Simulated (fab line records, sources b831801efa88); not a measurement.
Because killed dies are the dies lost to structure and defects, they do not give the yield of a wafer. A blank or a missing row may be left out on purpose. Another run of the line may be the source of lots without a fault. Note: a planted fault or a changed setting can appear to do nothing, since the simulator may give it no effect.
Which of the tools did it? :: flow sky130 :: 10 lots, 30 wafers sampled, at 3 steps of a route of 708

== WHAT EACH GAUGE READ, for each wafer ==
SKY_CAPM_RS_MEAS_03: uses a four-point probe to measure.
lot: L379
measured: day 38 11:56
on: film metro-04
CAPM_TIN_RS (ohm/sq): 6.96 6.88 6.93

lot: L378
measured: day 38 12:41
on: film metro-04
CAPM_TIN_RS (ohm/sq): 6.90 6.95 6.99

lot: L381
measured: day 38 18:49
on: film metro-03
CAPM_TIN_RS (ohm/sq): 6.96 6.90 6.92

lot: L385
measured: day 39 03:16
on: film metro-03
CAPM_TIN_RS (ohm/sq): 6.93 6.92 6.90

lot: L386
measured: day 39 07:52
on: film metro-03
CAPM_TIN_RS (ohm/sq): 6.79 6.90 6.93

lot: L387
measured: day 39 16:22
on: film metro-04
CAPM_TIN_RS (ohm/sq): 7.13 7.09 7.07

lot: L392
measured: day 41 14:29
on: film metro-04
CAPM_TIN_RS (ohm/sq): 6.92 5.15 5.11

lot: L394
measured: day 42 00:39
on: film metro-04
CAPM_TIN_RS (ohm/sq): 6.92 6.85 6.93

lot: L393
measured: day 42 02:49
on: film metro-03
CAPM_TIN_RS (ohm/sq): 5.14 6.95 7.07

lot: L399
measured: day 43 03:46
on: film metro-03
CAPM_TIN_RS (ohm/sq): 7.06 7.02 7.02

== WHICH TOOL RAN EACH LOT (tool, then ch and the chambers of the sampled wafers, then the start) ==
lot: L379
SKY_METAL2_STRIP_20: plasma asher-04 ch 0, day 37 06:18
SKY_CAPM_SPUTTER_02: pvd sputter-01, day 38 11:49

lot: L378
SKY_METAL2_STRIP_20: plasma asher-04 ch 0,1, day 37 07:07
SKY_CAPM_SPUTTER_02: pvd sputter-01, day 38 12:32

lot: L381
SKY_METAL2_STRIP_20: plasma asher-02 ch 0,1, day 37 12:35
SKY_CAPM_SPUTTER_02: pvd sputter-02, day 38 18:40

lot: L385
SKY_METAL2_STRIP_20: plasma asher-01 ch 0,1, day 37 23:19
SKY_CAPM_SPUTTER_02: pvd sputter-03, day 39 03:08

lot: L386
SKY_METAL2_STRIP_20: plasma asher-01 ch 0,1, day 38 03:35
SKY_CAPM_SPUTTER_02: pvd sputter-02, day 39 07:46

lot: L387
SKY_METAL2_STRIP_20: plasma asher-04 ch 0,1, day 38 12:47
SKY_CAPM_SPUTTER_02: pvd sputter-02, day 39 16:14

lot: L392
SKY_METAL2_STRIP_20: plasma asher-01 ch 0,1, day 40 10:16
SKY_CAPM_SPUTTER_02: pvd sputter-02, day 41 14:22

lot: L394
SKY_METAL2_STRIP_20: plasma asher-02 ch 0,1, day 40 21:38
SKY_CAPM_SPUTTER_02: pvd sputter-03, day 42 00:32

lot: L393
SKY_METAL2_STRIP_20: plasma asher-02 ch 0,1, day 41 00:02
SKY_CAPM_SPUTTER_02: pvd sputter-02, day 42 02:41

lot: L399
SKY_METAL2_STRIP_20: plasma asher-02 ch 0,1, day 42 01:40
SKY_CAPM_SPUTTER_02: pvd sputter-01, day 43 03:39
- SKY_METAL2_STRIP_20: strips in O2/N2.
- SKY_CAPM_SPUTTER_02: material TiN, target thk 200 nm, time 166.7 s.

== THE ANSWER, worked out from the rows above alone ==
Rule: the lots themselves supply what counts as usual. Put in order of their means at a reading, lots are off if they are a third of the lots or fewer, leave a main group of 4 or more, and stand apart from it by a gap of 3 or more times the standard deviation of the main group's means; of several such gaps the widest counts. A main group is skipped when, at the precision printed for the reading in the tables above, its means are all equal. Also off: a lot with no number at a reading for which 4 or more lots have one. All remaining lots with rows at the step are treated as sound.
Off: L392, L393, seen at SKY_CAPM_RS_MEAS_03 (CAPM_TIN_RS). The main group: mean 6.95 ohm/sq, standard deviation 0.07.
If a tool, at a process step before that reading, ran all the lots that are off and no sound lot after the first of them, it fits. Gauges at SKY_CAPM_RS_MEAS_03: tried the same way as those tools. One fits: SKY_CAPM_SPUTTER_02 on pvd sputter-02. A fault onset in the window from L387 (day 39 16:14, its last sound lot) to L392 (day 41 14:22, its first lot off) fits.

== WHAT THE SIMULATOR HAD INSERTED ==
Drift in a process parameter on pvd sputter-02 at SKY_CAPM_SPUTTER_02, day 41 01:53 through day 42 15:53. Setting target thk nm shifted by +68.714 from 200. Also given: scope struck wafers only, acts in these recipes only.
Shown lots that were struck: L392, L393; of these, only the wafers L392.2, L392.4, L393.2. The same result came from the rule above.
